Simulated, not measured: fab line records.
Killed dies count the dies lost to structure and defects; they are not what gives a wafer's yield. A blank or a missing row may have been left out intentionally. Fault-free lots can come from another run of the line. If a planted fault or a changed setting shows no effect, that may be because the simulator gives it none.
fab line records	flow sky130	part 2 of 2: steps 30 to 43 of 43
record: lots: 5	wafers: 15	lastDay: 49
route steps=708 shown LI_CONTACT@379 LOCAL_INTERCONNECT@387 CONTACT@406
lots with no fault: from the same line, run without faults
startH: hours from the record's first day to the start of the lot's first wafer shown	waitH: hours from the lot's prior step to this one	" repeats the value in the row above	L1.1+2: several wafers, shown together as one row	- value missing, or start not given	* or withheld: withheld	< > ~ a bound
route shown NAME@n: a module of which the file shows steps, and the number in the route of the first	usual: mean/standard deviation taken from wafers without a fault	same: alike in all rows	chamber/n: place in a boat	sites: the reading at each site	_std_site: their standard deviation	_edge_site: outer sites' mean less inner sites'	radiusMm: for every site, how far away it sits from the centre of the wafer	mask NAME#n: copy n	behind: the most recent tool/chamber to have shaped the wafer	hold: the reason the lot was held/the length of the hold in hours/how it ended	device: which transistor (n, p or np) failed to switch	end of line: the route-end tests of the same wafers	step lacking rows: just its recipe	killed: the dies lost at the first sort to structure and to defects; this is not the yield of the wafer	map: a wafer's dies, x killed, . not, _ none there
set.NAME: setting as actually run; set.NAME@STEP: the setting as run at that earlier step	model.NAME: the simulator's own value behind a step, which no gauge read
lots seen at some steps along the route; tables by step, rows by wafer
services: a tool's chamber out of use, with start hour (startH, from the record's first day; less than 0 if before it), hours out, and reason
== steps ==
step: SKY_CONTACT_HDPCVD_02
recipe: material: SiO2	targetThkNm: 565	sigmaOpenFrac: 0.3	timeS: 94.2	tempC: 600	sih4FlowSccm: 60	pressureMtorr: 6
lot.wafer	tool	chamber	startH	waitH
L081.2+3+4	hdpcvd-01	2,0,2	781.52	0.0
L082.1+2+6	hdpcvd-02	1,2,1	785.02	0.1
L084.1+2+4	hdpcvd-01	1,0,0	791.12	0.1
L089.2+3+4	hdpcvd-01	0,1,1	825.52	0.0
L094.3+4+5	hdpcvd-02	0,1,2	863.62	0.0
step: SKY_CONTACT_THK_MEAS_03
recipe: reads: SiO2_of_CONTACT_HDPCVD_02
usual: CONTACT_HDPCVD_THK: 564/4.8
lot.wafer	tool	chamber	startH	waitH	CONTACT_HDPCVD_THK[nm]
L081.2	filmMetro-01	-	781.60	0.0	575
L081.3	"	-	"	"	573
L081.4	"	-	"	"	560
L082.1	filmMetro-03	-	785.09	0.0	568
L082.2	"	-	"	"	562
L082.6	"	-	"	"	570
L084.1	filmMetro-01	-	791.19	0.0	560
L084.2	"	-	"	"	559
L084.4	"	-	"	"	561
L089.2	filmMetro-03	-	825.60	0.0	570
L089.3	"	-	"	"	571
L089.4	"	-	"	"	561
L094.3	filmMetro-01	-	863.71	0.1	570
L094.4	"	-	"	"	562
L094.5	"	-	"	"	558
step: SKY_CONTACT_CMP_04
recipe: material: SiO2	downForcePsi: 4	platenRpm: 60	padVelocityMS: 0.94248
usual: edgeZonePressureFrac: 0.999/0.0049	motorCurrentA: 11.1/1.1	timeToEndpointS: 83/3.5
lot.wafer	tool	chamber	startH	waitH	edgeZonePressureFrac	motorCurrentA	timeToEndpointS
L081.3	cmp-01	3	781.70	0.1	1.001	11.3	80
L081.2	"	0	"	"	0.994	13.5	84
L081.4	"	1	"	"	1.002	11.4	75
L082.1	cmp-01	2	785.15	0.1	1.005	10.0	84
L082.2	"	1	"	"	1.003	11.1	79
L082.6	"	2	"	"	0.994	9.6	82
L084.2	cmp-01	2	791.25	0.0	0.991	9.3	81
L084.1	"	3	"	"	0.999	11.2	84
L084.4	"	0	"	"	0.996	12.9	86
L089.4	cmp-02	1	825.65	0.0	1.004	11.1	80
L089.3	"	2	"	"	0.999	11.9	85
L089.2	"	3	"	"	1.008	12.1	86
L094.3	cmp-02	2	863.80	0.1	1.000	11.8	79
L094.4	"	0	"	"	1.000	10.5	77
L094.5	"	2	"	"	0.995	11.9	75
step: SKY_CONTACT_BOW_MEAS_05
recipe: mode: bow
usual: CONTACT_BOW: 81/6.7
lot.wafer	tool	chamber	startH	waitH	CONTACT_BOW[um]
L081.2	filmMetro-03	-	781.97	0.2	72
L081.3	"	-	"	"	73
L081.4	"	-	"	"	89
L082.1	filmMetro-01	-	785.45	0.2	84
L082.2	"	-	"	"	74
L082.6	"	-	"	"	74
L084.1	filmMetro-03	-	791.55	0.2	75
L084.2	"	-	"	"	81
L084.4	"	-	"	"	83
L089.2	filmMetro-01	-	825.97	0.2	72
L089.3	"	-	"	"	85
L089.4	"	-	"	"	73
L094.3	filmMetro-01	-	864.09	0.2	71
L094.4	"	-	"	"	83
L094.5	"	-	"	"	86
step: SKY_CONTACT_DEHYDRATE_06
recipe: tempC: 200	timeS: 60
lot.wafer	tool	chamber	startH	waitH
L081.2+3+4	lithoTrack-03	0	795.09	13.1
L082.1+2+6	lithoTrack-01	0	798.77	13.3
L084.1+2+4	lithoTrack-01	0	803.97	12.4
L089.2+3+4	lithoTrack-02	0	838.77	12.8
L094.3+4+5	lithoTrack-01	0	876.07	12.0
step: SKY_CONTACT_HMDS_07
recipe: primeTimeS: 60	primeTempC: 120
lot.wafer	tool	chamber	startH	waitH
L081.2+3+4	lithoTrack-03	0	795.24	0.1
L082.1+2+6	lithoTrack-01	0	798.92	0.1
L084.1+2+4	lithoTrack-01	0	804.12	0.1
L089.2+3+4	lithoTrack-02	0	838.92	0.1
L094.3+4+5	lithoTrack-01	0	876.22	0.1
step: SKY_CONTACT_COAT_08
recipe: resist: BARC	tempC: withheld	timeS: withheld	spinRpm: 3000	resistThkNm: 60
lot.wafer	tool	chamber	startH	waitH
L081.2+3+4	lithoTrack-03	0	795.39	0.1
L082.1+2+6	lithoTrack-01	0	799.07	0.1
L084.1+2+4	lithoTrack-01	0	804.27	0.1
L089.2+3+4	lithoTrack-02	0	839.07	0.1
L094.3+4+5	lithoTrack-01	0	876.37	0.1
step: SKY_CONTACT_COAT_09
recipe: resist: KrF-thick	spinRpm: 3000	resistThkNm: 450
lot.wafer	tool	chamber	startH	waitH
L081.2+3+4	lithoTrack-03	0	-	-
L082.1+2+6	lithoTrack-01	0	-	-
L084.1+2+4	lithoTrack-01	0	-	-
L089.2+3+4	lithoTrack-02	0	-	-
L094.3+4+5	lithoTrack-01	0	-	-
step: SKY_CONTACT_SOFTBAKE_10
recipe: tempC: 100	timeS: 90	resist: KrF-thick
lot.wafer	tool	chamber	startH	waitH
L081.2+3+4	lithoTrack-03	0	-	-
L082.1+2+6	lithoTrack-01	0	-	-
L084.1+2+4	lithoTrack-01	0	-	-
L089.2+3+4	lithoTrack-02	0	-	-
L094.3+4+5	lithoTrack-01	0	-	-
step: SKY_CONTACT_EXPOSE_11
recipe: maskId: CTM1	na: 0.8	sourceShape: annular	sigmaInner: 0.55	sigmaOuter: 0.85	targetCdNm: 170	doseMj: 38
lot.wafer	tool	chamber	startH	waitH	mask
L081.2+3+4	krfScanner-01	0	-	-	CTM1#0
L082.1+2+6	krfScanner-02	0	-	-	CTM1#0
L084.1+2+4	krfScanner-02	0	-	-	CTM1#0
L089.2+3+4	krfScanner-01	0	-	-	CTM1#0
L094.3+4+5	krfScanner-01	0	-	-	CTM1#0
step: SKY_CONTACT_PEB_12
recipe: pebTempC: withheld	pebTimeS: withheld	resist: KrF-thick
lot.wafer	tool	chamber	startH	waitH
L081.2+3+4	lithoTrack-02	0	-	-
L082.1+2+6	lithoTrack-01	0	-	-
L084.1+2+4	lithoTrack-02	0	-	-
L089.2+3+4	lithoTrack-02	0	-	-
L094.3+4+5	lithoTrack-03	0	-	-
step: SKY_CONTACT_DEVELOP_13
recipe: developTimeS: 60	resist: KrF-thick	devTempC: 21
lot.wafer	tool	chamber	startH	waitH
L081.2+3+4	lithoTrack-02	0	-	-
L082.1+2+6	lithoTrack-01	0	-	-
L084.1+2+4	lithoTrack-02	0	-	-
L089.2+3+4	lithoTrack-02	0	-	-
L094.3+4+5	lithoTrack-03	0	-	-
step: SKY_CONTACT_CD_MEAS_14
recipe: targetCdNm: 170
usual: cdNm: 170.4/1.9
lot.wafer	tool	chamber	startH	waitH	cdNm
L081.2	cdSem-02	-	808.96	-	167.6
L081.3	"	-	"	"	168.1
L081.4	"	-	"	"	168.6
L082.1	cdSem-01	-	812.57	-	173.3
L082.2	"	-	"	"	171.9
L082.6	"	-	"	"	171.2
L084.1	cdSem-01	-	818.14	-	169.0
L084.2	"	-	"	"	169.8
L084.4	"	-	"	"	168.6
L089.2	cdSem-01	-	852.11	-	172.7
L089.3	"	-	"	"	173.7
L089.4	"	-	"	"	172.1
L094.3	cdSem-02	-	890.20	-	167.6
L094.4	"	-	"	"	169.6
L094.5	"	-	"	"	169.8
step: SKY_CONTACT_OVL_MEAS_15
usual: CONTACT_OVL: 1/4.9
lot.wafer	tool	chamber	startH	waitH	CONTACT_OVL[nm]
L081.2	overlay-01	-	809.07	0.1	1
L081.3	"	-	"	"	7
L081.4	"	-	"	"	6
L082.1	overlay-01	-	812.69	0.1	6
L082.2	"	-	"	"	4
L082.6	"	-	"	"	11
L084.1	overlay-02	-	818.26	0.1	2
L084.2	"	-	"	"	3
L084.4	"	-	"	"	4
L089.2	overlay-02	-	852.22	0.1	4
L089.3	"	-	"	"	5
L089.4	"	-	"	"	5
L094.3	overlay-01	-	890.30	0.1	2
L094.4	"	-	"	"	-3
L094.5	"	-	"	"	-4
== services ==
tool	chamber	startH	hours	kind
cmp-02	-	733.77	5.8	pm
cmp-02	-	744.00	4.0	pm
krfScanner-01	-	748.62	1.3	pm
hdpcvd-01	1	751.64	27.2	repair
pvdSputter-04	-	756.36	5.1	repair
krfScanner-02	-	791.19	0.8	pm
cvdW-02	-	796.32	6.0	pm
krfScanner-01	-	798.14	18.8	repair
cmp-02	-	800.81	1.5	repair
rieMetal-04	0	808.88	9.9	repair
pecvd-03	-	809.52	1.2	repair
pvdSputter-02	-	813.11	4.5	repair
rieMetal-03	1	815.70	1.3	repair
krfScanner-01	-	818.74	1.0	pm
wetBench-02	-	818.85	4.7	repair
pvdSputter-03	-	821.82	2.6	repair
wetBench-03	-	827.24	0.6	repair
pecvd-03	1	829.42	6.5	repair
krfScanner-02	-	830.16	1.3	pm
pvdSputter-03	-	831.59	0.9	repair
krfScanner-02	-	835.42	1.0	pm
cvdW-02	-	838.94	0.5	repair
rieMetal-03	-	859.10	1.4	pm
krfScanner-01	-	880.62	0.8	pm
